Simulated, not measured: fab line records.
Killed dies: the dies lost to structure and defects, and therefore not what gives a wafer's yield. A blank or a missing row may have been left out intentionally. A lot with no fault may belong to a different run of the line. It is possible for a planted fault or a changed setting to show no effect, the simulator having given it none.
Matching of chambers | flow gf180mcu | GF_V2_ETCH_16 on rieDiel-04 has 4 sister chambers
The step etches BARC in N2/H2. 16 wafers are shown with their chamber, then 8 later ones without.

WAFERS, EACH WITH ITS CHAMBER
wafer  | chamber | drypumpMotorCurrentA (A) | oesProductAu (a.u.) | chamberPressureMTorr (mTorr)
L075.1 | 0       | 6.0                      | 0.853               | 30.031
L075.2 | 3       | 6.0                      | 0.845               | 30.016
L075.5 | 2       | 5.9                      | 0.860               | 30.004
L077.3 | 3       | 6.0                      | 0.855               | 30.013
L077.5 | 2       | 5.9                      | 0.847               | 29.986
L077.6 | 3       | 6.0                      | 0.848               | 29.987
L080.1 | 3       | 6.0                      | 0.864               | 30.041
L080.4 | 2       | 5.9                      | 0.853               | 30.033
L080.5 | 1       | 5.6                      | 0.857               | 30.038
L082.1 | 1       | 5.6                      | 0.858               | 30.040
L082.2 | 2       | 5.9                      | 0.855               | 29.998
L082.3 | 3       | 6.0                      | 0.855               | 29.974
L086.4 | 0       | 6.1                      | 0.847               | 30.006
L086.5 | 1       | 5.5                      | 0.849               | 29.979
L086.6 | 2       | 5.9                      | 0.853               | 29.994
L089.1 | 0       | 6.0                      | 0.852               | 29.989

SIGNATURES (means of the wafers above)
reading              | chamber 0 | chamber 1 | chamber 2 | chamber 3 | scatter within a chamber
drypumpMotorCurrentA | 6.033     | 5.567     | 5.900     | 6.000     | 0.0333
oesProductAu         | 0.85067   | 0.85467   | 0.85360   | 0.85340   | 0.00558
chamberPressureMTorr | 30.00867  | 30.01900  | 30.00300  | 30.00620  | 0.0247
Rule: for a wafer and a chamber, the distance is found by dividing, reading by reading, the gap between the wafer's reading and the chamber's mean by the reading's scatter, squaring, summing and taking the root. If the next closest chamber is less than 2 further off than the closest, the wafer can't be placed; otherwise it belongs to the closest. The scatter: the root of (the sum of the squares of (reading less its chamber's mean) over the shown wafers, divided by (wafers less chambers)).

WAFERS WITHOUT THEIR CHAMBER
wafer  | drypumpMotorCurrentA (A) | oesProductAu (a.u.) | chamberPressureMTorr (mTorr)
L089.2 | 5.6                      | 0.858               | 30.026
L089.6 | 5.5                      | 0.859               | 30.004
L090.1 | 5.9                      | 0.858               | 29.966
L090.3 | 6.1                      | 0.852               | 29.923
L090.6 | 5.5                      | 0.856               | 29.987
L091.1 | 5.9                      | 0.853               | 29.991
L091.2 | 6.0                      | 0.853               | 30.031
L091.5 | 5.9                      | 0.854               | 30.026

CHAMBER TAKEN BY EACH
wafer  | from the rows above     | in truth
L089.2 | 1                       | 1
L089.6 | 1                       | 1
L090.1 | can't be placed: 2 or 3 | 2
L090.3 | can't be placed: 0 or 3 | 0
L090.6 | 1                       | 1
L091.1 | 2                       | 2
L091.2 | can't be placed: 3 or 0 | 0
L091.5 | 2                       | 2
Correctly placed: 5 of 8. Can't be placed from these rows: 3 (the true chamber is among the candidates in 3). Number placed wrongly: 0.
